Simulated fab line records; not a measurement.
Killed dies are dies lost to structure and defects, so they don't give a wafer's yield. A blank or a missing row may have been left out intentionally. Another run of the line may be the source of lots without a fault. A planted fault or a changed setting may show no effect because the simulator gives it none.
Which tool did it? | flow gf180mcu | 33 wafers from 11 lots sampled at 2 of the route's 602 steps

WHAT THE GAUGES READ, wafer by wafer
GF_MIM_THK_MEAS_11: measures by xrf.
lot  | measured     | on            | MIM_ALCU_THK (nm)
L357 | day 24 11:02 | film-metro-02 | 200.8 202.5 202.6
L358 | day 24 18:52 | film-metro-02 | 198.5 197.5 199.0
L359 | day 25 06:04 | film-metro-01 | 203.0 202.0 203.9
L361 | day 26 00:55 | film-metro-01 | 203.3 200.4 202.4
L368 | day 28 05:48 | film-metro-01 | 205.2 204.6 207.1
L369 | day 28 14:02 | film-metro-01 | 200.5 198.1 202.0
L370 | day 28 19:31 | film-metro-02 | 202.9 204.2 202.3
L375 | day 30 02:17 | film-metro-04 | 195.8 199.4 199.0
L376 | day 30 07:22 | film-metro-04 | 203.8 204.0 201.4
L377 | day 30 15:26 | film-metro-04 | 201.2 205.0 201.7
L380 | day 31 07:37 | film-metro-02 | 206.2 204.8 205.4

EACH LOT AND THE TOOL THAT RAN IT (in order: tool; ch and the chambers of the sampled wafers; start)
lot  | GF_V4_CVD_23
L357 | cvd-w-02 ch 0, day 24 09:48
L358 | cvd-w-02 ch 0,1, day 24 17:44
L359 | cvd-w-01 ch 0,1, day 25 04:58
L361 | cvd-w-02 ch 1, day 25 23:37
L368 | cvd-w-01 ch 0, day 28 04:40
L369 | cvd-w-02 ch 0,1, day 28 12:55
L370 | cvd-w-02 ch 0,1, day 28 18:23
L375 | cvd-w-02 ch 0,1, day 30 01:10
L376 | cvd-w-01 ch 0,1, day 30 06:13
L377 | cvd-w-01 ch 0,1, day 30 14:18
L380 | cvd-w-01 ch 0,1, day 31 06:30
- GF_V4_CVD_23: deposits W, target thk 350 nm, time 104.9 s.

WHAT THE TOOLS THEMSELVES READ (means of the sampled wafers that have a number; where no wafer has one, the mark that the record gives instead)
GF_V4_CVD_23.
lot  | tool     | heater-power-w (W)
L357 | cvd-w-02 | 843
L358 | cvd-w-02 | 828
L359 | cvd-w-01 | 934
L361 | cvd-w-02 | 754
L368 | cvd-w-01 | 1034
L369 | cvd-w-02 | 808
L370 | cvd-w-02 | 785
L375 | cvd-w-02 | 811
L376 | cvd-w-01 | 987
L377 | cvd-w-01 | 934
L380 | cvd-w-01 | 986

THE ANSWER, worked out from the rows above alone
Rule: what is usual is taken from the lots themselves. Put in order of their means at a reading, lots are off if they are a third of the lots or fewer, leave a main group of 4 or more, and stand apart from it by a gap of 3 or more times the standard deviation of the main group's means; of several such gaps the widest counts. Not used: any main group whose means are identical at the precision the tables above print for the reading. Also off: a lot with no number at a reading for which 4 or more lots have one. All remaining lots with rows at the step are treated as sound. First the gauges in route order, then the tools' own readings, where a lot's mean is used as printed above. At the first step where some lot is off, the reading lying furthest off is the one used; lots without a number count as furthest.
None of the lots is off at any reading shown; this tells nothing.

WHAT THE SIMULATOR PUT IN
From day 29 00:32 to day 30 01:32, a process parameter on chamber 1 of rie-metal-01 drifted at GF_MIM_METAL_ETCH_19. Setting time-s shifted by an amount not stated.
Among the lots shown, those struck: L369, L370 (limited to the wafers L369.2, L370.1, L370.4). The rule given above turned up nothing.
